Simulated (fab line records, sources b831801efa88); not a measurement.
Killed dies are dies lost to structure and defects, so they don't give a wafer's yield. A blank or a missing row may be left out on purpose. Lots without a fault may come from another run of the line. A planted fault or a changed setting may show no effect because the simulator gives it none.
Problem report in the 8D (eight disciplines) form, filled by code | flow sky130 | the parts of the form that need people (team, actions taken, sign-off) are left out

1. THE PROBLEM
killed_at_contacts at SKY_PAD_OPEN_PROBE_99 reads a mean of 68 on 1 wafer of 1 lot; wafers without a fault read 24 with a standard deviation of 5.6. That is +7.9 standard deviations from the usual mean.
First seen on wafer L239.5, day 48 01:35, on prober-02. The record holds 5 wafers of 2 lots with a number at this step. Rule for "out", or "out of limits": more than 4 standard deviations from the usual mean. The other wafers with a number count as sound.

2. WHAT IT IS AND WHAT IT IS NOT
question                    | is                              | is not
which readings at this step | killed_at_contacts, killed_dies | killed_at_M0_to_M3, killed_at_M4_up, killed_at_front_end, killed_open, killed_short
which lots                  | L239                            | L242
which wafers of those lots  | L239.5                          | L239.2, L239.3
read on which tools         | prober-02                       | prober-01
when                        | from day 48 01:35               | up to then (2 sound wafers); but 2 sound wafers of L242 came after

3. SUSPECTS, AND WHAT RULES EACH OUT
Counting: a tool at a process step up to the reading stays a suspect if it ran every lot that is out. Sound lots after the first of them don't rule it out here, since some wafers of a struck lot are sound.
- rie_diel-03 at SKY_LI_CONTACT_ETCH_15 (etches PSG in C4F8/O2/Ar, stops on Si, target depth 600 nm): kept. It ran the lot that is out, L239 (day 32 11:07).
- prober-02 at SKY_PAD_OPEN_PROBE_99: kept. It ran the lot that is out, L239 (day 48 01:26). Its own readings are out on those wafers: killed_at_contacts, killed_dies.
- Within rie_diel-03 at SKY_LI_CONTACT_ETCH_15: the wafers that are out ran in chamber 3; their sound lot-mates ran in chambers 0, 2.
Left after counting: rie_diel-03 at SKY_LI_CONTACT_ETCH_15, prober-02 at SKY_PAD_OPEN_PROBE_99.

4. THE CAUSE (what the simulator had put in)
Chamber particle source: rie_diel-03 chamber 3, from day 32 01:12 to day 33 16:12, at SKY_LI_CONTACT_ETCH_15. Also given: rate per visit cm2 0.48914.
Counting left 2 suspects, and this tool is among them.

5. THE CHAIN OF EFFECTS, in route order
Each row: a reading whose mean over the struck wafers that have a number lies more than 3 standard deviations from the usual. Only readings for which the record gives a usual standard deviation are gone through. hours: the time from each lot's start at the first step in this table that gives one to its start at this step, as a median over the lots. sigmas: the change in usual standard deviations.
hours | step                  | reading            | usual | on struck wafers | change | sigmas
0     | SKY_PAD_OPEN_PROBE_99 | killed_at_contacts | 24    | 68               | +44    | +7.9
0     | SKY_PAD_OPEN_PROBE_99 | killed_at_other    | 0.3   | 2.0              | +1.7   | +3.4
0     | SKY_PAD_OPEN_PROBE_99 | killed_dies        | 86    | 132              | +46    | +5.2
The process steps in it:
- SKY_PAD_OPEN_PROBE_99

6. WHAT WOULD HAVE CAUGHT IT SOONER
In this record the first reading out of limits was taken at day 48 01:35, 384 hours after the fault began at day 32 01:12.
Of the tool readings at SKY_LI_CONTACT_ETCH_15 for which the record gives a usual standard deviation, none was out on any struck wafer, so an alarm limit of 4 standard deviations on them would not have fired.
All the lots that are out (1) had begun SKY_LI_CONTACT_ETCH_15 on rie_diel-03 by day 48 01:35. A hold on the tool at that time would have spared none of them.
